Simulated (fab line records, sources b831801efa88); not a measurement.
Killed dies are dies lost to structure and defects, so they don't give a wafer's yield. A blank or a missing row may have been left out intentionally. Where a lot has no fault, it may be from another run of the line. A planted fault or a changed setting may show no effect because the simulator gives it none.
Problem report, 8D (eight disciplines) form, completed by code	flow gf180mcu	the parts of the form that need people (team, actions taken, sign-off) are left out

## 1. WHAT IS WRONG
SAB_CVD_00_THK at GF_SAB_THK_MEAS_01 reads a mean of 33.9 nm on 1 wafer of 1 lot; wafers without a fault read 49.9 nm with a standard deviation of 0.73. Measured from the usual mean, that is -22 standard deviations.
First seen on wafer L180.5, day 19 18:00, on film metro-03. The record has a number at this step for 39 wafers belonging to 13 lots. The rule behind "out" and "out of limits": a value lying over 4 standard deviations away from the usual mean. The rest of the wafers with a number are treated as sound.

## 2. WHAT THIS IS AND IS NOT
question	is	is not
which readings at this step	SAB_CVD_00_THK	-
which lots	L180	L166, L168, L169, L170, L171, L172, L173, L174, L176, L179, L187, L188
which wafers of those lots	L180.5	L180.2, L180.4
read on which gauges	film metro-03	film metro-01, film metro-02
when	from day 19 18:00	up to then (32 sound wafers); but 6 sound wafers of L187, L188 came after

## 3. WHAT RULES OUT EACH SUSPECT
Counting: any tool at a process step up to the reading remains a suspect provided it ran every lot that is out. Sound lots after the first of them don't rule it out here, since some wafers of a struck lot are sound.
- the gauge at GF_SAB_THK_MEAS_01: kept. All the wafers that are out were read on film metro-03, and no step on other tools shows them out.
- pecvd-02 at GF_SAB_CVD_00 (deposits SiO2 from TEOS, target thk 50 nm, time 4.9302 s): kept. L180, the lot that is out, went through it at day 19 17:58; up to then, the latest sound lot through it was L176 at day 18 04:41.
- In pecvd-02 at GF_SAB_CVD_00, the wafers that are out were processed in chamber 2 and their sound lot-mates in chambers 0, 1.
After counting, pecvd-02 at GF_SAB_CVD_00 and film metro-03 at GF_SAB_THK_MEAS_01 remain.

## 4. THE CAUSE (what the simulator had put in)
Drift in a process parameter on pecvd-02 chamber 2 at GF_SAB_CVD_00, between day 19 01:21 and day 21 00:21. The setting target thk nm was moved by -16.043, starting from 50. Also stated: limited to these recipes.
This tool is one of the 2 suspects left after counting.

## 5. SEQUENCE OF EFFECTS, ordered by route
One row per reading whose mean, taken over the struck wafers that have a number, lies over 3 standard deviations from the usual. Scope: only readings with a usual standard deviation given in the record; hours: median across lots of the time from each lot's start at the first step in this table that gives one to its start at this step; sigmas: change in usual standard deviations.
hours	step	reading	usual	on struck wafers	change	sigmas
0	GF_SAB_THK_MEAS_01	SAB_CVD_00_THK	49.9 nm	33.9	-16.0	-22
Later steps that measure or inspect, where all struck wafers having a row at the step show a number for every such reading and not one has moved that far: GF_SAB_CD_MEAS_09.

## 6. WHAT WOULD HAVE CAUGHT IT SOONER
17 hours passed between the start of the fault at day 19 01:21 and the first reading out of limits at a measuring or inspecting step in this record, taken at day 19 18:00.
Tool readings at GF_SAB_CVD_00 with a usual standard deviation given in the record: none out on any struck wafer, hence no alarm at a limit of 4 standard deviations on them.
By day 19 18:00 the whole set of lots that are out, 1 in number, had already begun GF_SAB_CVD_00 on pecvd-02. Had the tool been put on hold then, not one of them would have been saved.
